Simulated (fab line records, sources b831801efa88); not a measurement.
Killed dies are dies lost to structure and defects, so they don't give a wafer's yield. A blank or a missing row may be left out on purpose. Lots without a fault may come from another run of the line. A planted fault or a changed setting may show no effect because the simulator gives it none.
fab line records | flow sky130
record lots=9 wafers=27 last_day=47
route steps=708 shown POLY_CUT@318 SD_N@351 LI_CONTACT@377
lots that met no fault: from a run of the same line without faults
start_h: hours from the record's first day to the start of the lot's first wafer shown | wait_h: hours since the lot's step before | " the same as in the row above | L1.1+2: a row that stands for several wafers | - no value, or no start given | * or withheld: withheld | < > ~ a bound
route shown NAME@n: a module of which the file shows steps, and the number in the route of the first | usual: mean/standard deviation of fault-free wafers | same: alike in all rows | chamber/n: place in a boat | sites: the reading at each site | _std_site: their standard deviation | _edge_site: outer sites' mean less inner sites' | radius_mm: how far each site lies from the wafer's centre | mask NAME#n: copy n | behind: the tool/chamber that last shaped the wafer | hold: why the lot was held/for how many hours/how that ended | device: the transistor (n, p or np) that didn't switch | end of line: the same wafers' tests at the end of the route | a step without rows: its recipe alone | killed: dies lost to structure and defects at the first sort, not the wafer's yield | map: a wafer's dies, x killed, . not, _ none there
set.NAME: the setting as run; set.NAME@STEP: as run at that earlier step | model.NAME: the simulator's own value behind a step, which no gauge read
steps of the route over a sample of lots; a table a step, a row a wafer
services: from which hour (start_h, from the record's first day; less than 0 if before it) a tool's chamber was out of use, for how many hours, and why
## steps
# step SKY_POLY_CUT_ETCH_11
# recipe target=Si3N4 chemistry=CF4/CH2F2/Ar stop_on=poly-Si source_w=600 bias_w=150 pressure_mtorr=40 cf4_flow_sccm=40 ch2f2_flow_sccm=20 Ar_flow_sccm=150 time_s=42.5 target_depth_a=600
# usual chamber_pressure_mTorr=40.00/0.034 drypump_motor_current_A=5.7/0.46 oes_product_au=0.831/0.0061 throttle_valve_pct=14.994/0.0095
# columns lot.wafer tool chamber start_h wait_h chamber_pressure_mTorr drypump_motor_current_A oes_product_au rf_hours_counter_h throttle_valve_pct
L557.4 rie_diel-03 1 574.87 0.0 39.95 5.0 0.833 14 15.005
L557.5 " 1 " " 40.03 5.0 0.841 - 14.989
L557.6 " 0 " " 39.99 5.8 0.840 - 14.986
L556.2 rie_diel-03 1 577.67 0.0 40.01 4.9 0.822 14 15.011
L556.3 " 2 " " 40.05 6.0 0.827 0 15.001
L556.4 " 0 " " 40.00 5.8 0.825 12 14.993
L558.1 rie_diel-04 0 588.77 0.0 40.03 5.8 0.838 8 15.002
L558.2 " 1 " " 40.02 5.1 0.829 11 14.978
L558.4 " 2 " " 39.99 5.9 0.832 47 14.979
L559.1 rie_diel-04 3 591.39 0.0 40.00 5.8 0.821 1 15.005
L559.2 " 1 " " 39.93 5.1 0.816 11 14.992
L559.5 " 2 " " 40.01 5.9 0.820 - 14.991
L560.1 rie_diel-03 3 603.12 0.0 40.08 6.5 0.825 4 14.985
L560.2 " 0 " " 40.00 5.8 0.829 12 14.996
L560.3 " 2 " " 40.03 6.0 0.826 1 14.999
L563.4 rie_diel-03 1 620.88 0.0 40.05 5.0 0.824 14 15.001
L563.5 " 3 " " 39.96 6.5 0.826 - 14.989
L563.6 " 2 " " 40.00 6.0 0.817 - 14.998
L564.4 rie_diel-04 3 630.75 0.0 40.05 5.9 0.832 2 14.996
L564.5 " 3 " " 40.01 5.8 0.836 - 14.993
L564.6 " 2 " " 40.01 5.9 0.845 - 14.978
L565.1 rie_diel-03 2 638.72 0.0 39.96 6.0 0.829 2 15.012
L565.2 " 1 " " 40.00 5.0 0.833 15 14.990
L565.3 " 3 " " 39.97 6.5 0.829 5 14.990
L566.3 rie_diel-03 0 644.52 0.0 39.98 5.8 0.820 13 15.010
L566.5 " 0 " " 39.98 5.8 0.829 - 14.985
L566.6 " 1 " " 39.99 5.0 0.816 - 14.985
# step SKY_SD_N_IMPLANT_09
# recipe species=As energy_kev=50 dose_cm2=4e+15 tilt_deg=0
# usual dose_ions_cm2=4e+15/4.5e+12 implant_ion_amu=75/0
# columns lot.wafer tool chamber start_h wait_h dose_ions_cm2 implant_ion_amu
L557.4 implanter-03 0 663.11 0.1 3.998e+15 75
L557.5 " 0 " " 4.004e+15 75
L557.6 " 0 " " 4.002e+15 75
L556.2 implanter-01 0 665.23 0.0 4.002e+15 75
L556.3 " 0 " " 4e+15 75
L556.4 " 0 " " 4.002e+15 75
L558.1 implanter-01 0 676.29 0.0 3.998e+15 75
L558.2 " 0 " " 4.003e+15 75
L558.4 " 0 " " 3.999e+15 75
L559.1 implanter-01 0 679.33 0.0 4e+15 75
L559.2 " 0 " " 3.997e+15 75
L559.5 " 0 " " 4.003e+15 75
L560.1 implanter-03 0 689.83 0.0 4.005e+15 75
L560.2 " 0 " " 4.002e+15 75
L560.3 " 0 " " 4.006e+15 75
L563.4 implanter-01 0 706.55 0.1 4.003e+15 49
L563.5 " 0 " " 3.996e+15 49
L563.6 " 0 " " 3.997e+15 49
L564.4 implanter-01 0 715.15 0.1 3.998e+15 49
L564.5 " 0 " " 3.995e+15 49
L564.6 " 0 " " 3.989e+15 49
L565.1 implanter-01 0 723.12 0.0 3.998e+15 49
L565.2 " 0 " " 4.001e+15 49
L565.3 " 0 " " 4.001e+15 49
L566.3 implanter-01 0 727.22 0.1 3.994e+15 49
L566.5 " 0 " " 4e+15 49
L566.6 " 0 " " 4.003e+15 49
# step SKY_SD_N_STRIP_11
# recipe chemistry=O2/N2 power_w=1400 pressure_mtorr=1500 platen_temp_c=withheld o2_flow_sccm=3000 n2_flow_sccm=300 overash_fraction=0.5
# usual chamber_pressure_mTorr=1500.1/1.4 drypump_motor_current_A=5.70/0.14 oes_product_au=0.528/0.0047 strip_time_to_endpoint_s=22.56/0.039
# columns lot.wafer tool chamber start_h wait_h chamber_pressure_mTorr drypump_motor_current_A oes_product_au rf_hours_counter_h strip_time_to_endpoint_s
L557.4 plasma_asher-02 0 663.37 0.1 1501.9 5.63 0.535 - 22.56
L557.5 " 1 " " 1500.5 5.84 0.535 - 22.49
L557.6 " 0 " " 1500.3 5.63 0.525 - 22.55
L556.2 plasma_asher-01 0 665.51 0.1 1501.3 5.51 0.526 22 22.55
L556.3 " 0 " " 1499.9 5.50 0.529 - 22.58
L556.4 " 1 " " 1499.5 5.75 0.531 - 22.60
L558.1 plasma_asher-01 0 676.59 0.1 1502.3 5.50 0.532 23 22.56
L558.2 " 1 " " 1500.3 5.76 0.526 23 22.58
L558.4 " 0 " " 1499.8 5.49 0.525 - 22.57
L559.1 plasma_asher-01 0 679.63 0.1 1500.3 5.48 0.530 24 22.53
L559.2 " 1 " " 1502.3 5.75 0.529 24 22.54
L559.5 " 1 " " 1500.1 5.74 0.529 - 22.62
L560.1 plasma_asher-04 0 690.13 0.1 1497.8 5.75 0.532 85 22.56
L560.2 " 1 " " 1502.0 5.88 0.531 85 22.54
L560.3 " 0 " " 1500.8 5.74 0.525 - 22.54
L563.4 plasma_asher-04 1 706.81 0.1 1499.9 5.91 0.512 - 23.23
L563.5 " 0 " " 1498.9 5.75 0.531 - 23.25
L563.6 " 1 " " 1500.6 5.88 0.524 - 23.24
L564.4 plasma_asher-01 0 715.41 0.1 1500.6 5.50 0.517 - 23.25
L564.5 " 1 " " 1499.5 5.72 0.521 - 23.26
L564.6 " 0 " " 1501.5 5.46 0.520 - 23.24
L565.1 plasma_asher-02 0 723.42 0.1 1501.6 5.61 0.519 59 23.34
L565.2 " 1 " " 1499.8 5.85 0.520 59 23.33
L565.3 " 0 " " 1499.4 5.63 0.514 - 23.35
L566.3 plasma_asher-01 0 727.51 0.1 1502.3 5.51 0.530 - 23.35
L566.5 " 0 " " 1496.3 5.51 0.513 - 23.36
L566.6 " 1 " " 1500.8 5.73 0.525 - 23.37
# step SKY_SD_N_TW_MEAS_12
# usual SD_N_TW=4011/25
# columns lot.wafer tool chamber start_h wait_h hold SD_N_TW
L557.4 film_metro-01 - 663.47 0.1 - 4034
L557.5 " - " " - 4028
L557.6 " - " " - 4052
L556.2 film_metro-01 - 665.62 0.1 - 4008
L556.3 " - " " - 4016
L556.4 " - " " - 4032
L558.1 film_metro-01 - 676.69 0.1 - 4017
L558.2 " - " " - 4013
L558.4 " - " " - 4020
L559.1 film_metro-03 - 679.73 0.1 - 3996
L559.2 " - " " - 3973
L559.5 " - " " - 3983
L560.1 film_metro-03 - 690.23 0.1 - 3968
L560.2 " - " " - 3974
L560.3 " - " " - 3991
L563.4 film_metro-03 - 706.91 0.1 await_dispo/0.2h/release 3766
L563.5 " - " " await_dispo/0.2h/release 3755
L563.6 " - " " await_dispo/0.2h/release 3757
L563.4 film_metro-03 - 707.20 0.3 - 3775
L563.5 " - " " - 3781
L563.6 " - " " - 3788
L564.4 film_metro-02 - 715.51 0.1 await_dispo/0.2h/release 3820
L564.5 " - " " await_dispo/0.2h/release 3811
L564.6 " - " " await_dispo/0.2h/release 3815
L564.4 film_metro-02 - 715.74 0.2 - 3829
L564.5 " - " " - 3818
L564.6 " - " " - 3826
L565.1 film_metro-03 - 723.52 0.1 await_dispo/0.2h/release 3774
L565.2 " - " " await_dispo/0.2h/release 3789
L565.3 " - " " await_dispo/0.2h/release 3793
L565.1 film_metro-03 - 723.81 0.3 - 3757
L565.2 " - " " - 3774
L565.3 " - " " - 3773
L566.3 film_metro-03 - 727.59 0.1 await_dispo/0.2h/release 3766
L566.5 " - " " await_dispo/0.2h/release 3788
L566.6 " - " " await_dispo/0.2h/release 3769
L566.3 film_metro-03 - 727.82 0.2 - 3769
L566.5 " - " " - 3757
L566.6 " - " " - 3781
# step SKY_SD_N_RTA_14
# recipe temp_c=1075 time_s=2 idle_temp_c=650 ramp_up_c_per_s=150 ramp_down_c_per_s=90 ambient=N2
# usual lamp_power_pct=15.73/0.056 wafer_temp_C_max=1078.3/1.4
# columns lot.wafer tool chamber start_h wait_h lamp_power_pct wafer_temp_C_max
L557.4 rtp_anneal-01 0 663.57 0.0 15.70 1077.7
L557.5 " 0 " " 15.66 1078.0
L557.6 " 0 " " 15.70 1080.4
L556.2 rtp_anneal-02 0 665.74 0.0 15.73 1078.5
L556.3 " 0 " " 15.72 1078.0
L556.4 " 0 " " 15.61 1077.2
L558.1 rtp_anneal-01 0 676.85 0.0 15.84 1077.6
L558.2 " 0 " " 15.70 1077.5
L558.4 " 0 " " 15.67 1077.2
L559.1 rtp_anneal-02 0 679.85 0.0 15.78 1075.9
L559.2 " 0 " " 15.76 1077.9
L559.5 " 0 " " 15.60 1080.3
L560.1 rtp_anneal-01 0 690.34 0.0 15.71 1075.4
L560.2 " 0 " " 15.77 1078.0
L560.3 " 0 " " 15.75 1080.1
L563.4 rtp_anneal-02 0 710.69 0.0 15.76 1077.0
L563.5 " 0 " " 15.78 1079.1
L563.6 " 0 " " 15.81 1077.5
L564.4 rtp_anneal-01 0 721.83 0.0 15.75 1076.7
L564.5 " 0 " " 15.77 1079.2
L564.6 " 0 " " 15.79 1079.3
L565.1 rtp_anneal-02 0 725.95 0.0 15.66 1077.3
L565.2 " 0 " " 15.71 1077.2
L565.3 " 0 " " 15.75 1078.8
L566.3 rtp_anneal-01 0 732.58 0.0 15.76 1076.5
L566.5 " 0 " " 15.71 1077.8
L566.6 " 0 " " 15.86 1076.5
# step SKY_LI_CONTACT_ETCH_15
# recipe target=PSG chemistry=C4F8/O2/Ar stop_on=Si taper_deg=4.15 mask_material=KrF-thick source_w=1500 bias_w=1200 pressure_mtorr=40 c4f8_flow_sccm=withheld O2_flow_sccm=6 Ar_flow_sccm=300 time_s=withheld target_depth_a=6000
# usual chamber_pressure_mTorr=40.00/0.037 oes_product_au=0.837/0.0044
# columns lot.wafer tool chamber start_h wait_h chamber_pressure_mTorr oes_product_au
L557.4 rie_diel-03 1 693.17 0.0 40.02 0.835
L557.5 " 3 " " 40.00 0.838
L557.6 " 2 " " 39.95 0.835
L556.2 rie_diel-02 0 695.35 0.0 39.98 0.850
L556.3 " 1 " " 40.00 0.839
L556.4 " 2 " " 39.96 0.839
L558.1 rie_diel-02 3 705.58 0.0 39.97 0.835
L558.2 " 0 " " 40.00 0.841
L558.4 " 0 " " 39.97 0.843
L559.1 rie_diel-02 0 709.17 0.0 39.98 0.837
L559.2 " 1 " " 40.03 0.842
L559.5 " 1 " " 40.02 0.847
L560.1 rie_diel-03 1 719.17 0.0 40.04 0.837
L560.2 " 3 " " 40.02 0.834
L560.3 " 2 " " 40.04 0.844
L563.4 rie_diel-01 1 736.03 0.0 40.03 0.842
L563.5 " 3 " " 39.93 0.833
L563.6 " 2 " " 40.01 0.832
L564.4 rie_diel-02 3 744.72 0.0 40.01 0.833
L564.5 " 0 " " 40.01 0.837
L564.6 " 1 " " 40.05 0.827
L565.1 rie_diel-02 1 752.47 0.0 39.99 0.833
L565.2 " 3 " " 40.02 0.838
L565.3 " 0 " " 39.98 0.840
L566.3 rie_diel-02 2 756.33 0.0 39.96 0.838
L566.5 " 3 " " 39.99 0.838
L566.6 " 2 " " 40.01 0.829
## services
# columns tool chamber start_h hours kind
implanter-03 - 558.94 0.9 repair
rtp_anneal-01 - 574.77 7.4 pm
rie_diel-03 0 586.22 12.4 repair
implanter-03 - 631.53 3.3 repair
rie_diel-02 2 635.48 6.9 repair
implanter-01 - 650.27 2.5 repair
rtp_anneal-01 - 658.86 1.4 pm
rie_diel-02 2 698.47 - clean
rie_diel-02 2 698.47 18.9 scheduled_down
rie_diel-02 2 698.47 18.9 vent_cycle
rie_diel-04 2 719.05 - clean
rie_diel-04 2 719.05 23.4 scheduled_down
rie_diel-04 2 719.05 23.4 vent_cycle
rie_diel-02 0 725.64 8.3 repair
rie_diel-02 2 728.48 14.6 repair
rie_diel-03 - 731.01 0.2 repair
rie_diel-02 1 735.44 3.3 repair
implanter-01 - 749.60 2.1 repair
## key
first_sign step=SKY_SD_N_IMPLANT_09 reading=implant_ion_amu direction=down sigmas=99+ usual=75 struck=49
effect step=SKY_SD_N_STRIP_11 reading=strip_time_to_endpoint_s direction=up sigmas=19 usual=* struck=*
effect step=SKY_SD_N_TW_MEAS_12 reading=visit direction=added
effect step=SKY_SD_N_TW_MEAS_12 reading=SD_N_TW direction=down sigmas=9.1 usual=4011 struck=3783
met_at SKY_SD_N_IMPLANT_09
struck_lots L563,L564,L565,L566
sort_left_out L563.4,L563.5,L563.6,L564.4,L564.5,L564.6,L565.1,L565.2,L565.3,L566.3,L566.5,L566.6
tester_left_out L563,L564,L565,L566
not_acting_at SKY_POLY_CUT_ETCH_11,SKY_SD_N_RTA_14,SKY_LI_CONTACT_ETCH_15
onset_between 689.83 706.55
fault kind=wrong_recipe_download tool=implanter-01,implanter-02,implanter-03 chamber=- onset_h=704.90 steps=SKY_SD_N_IMPLANT_09 wrong_recipe.not_listed=1
# tester_left_out: of these lots the tester's yield and bins aren't shown, on N5 and GAA mostly nor the transistor test; their killed dies are dies lost to structure and defects alone, not to doping, threshold or leakage, so they don't give the yield
# sort_left_out: the simulated sort isn't trusted on such a fault, so these wafers' sort isn't shown, and their yield isn't known
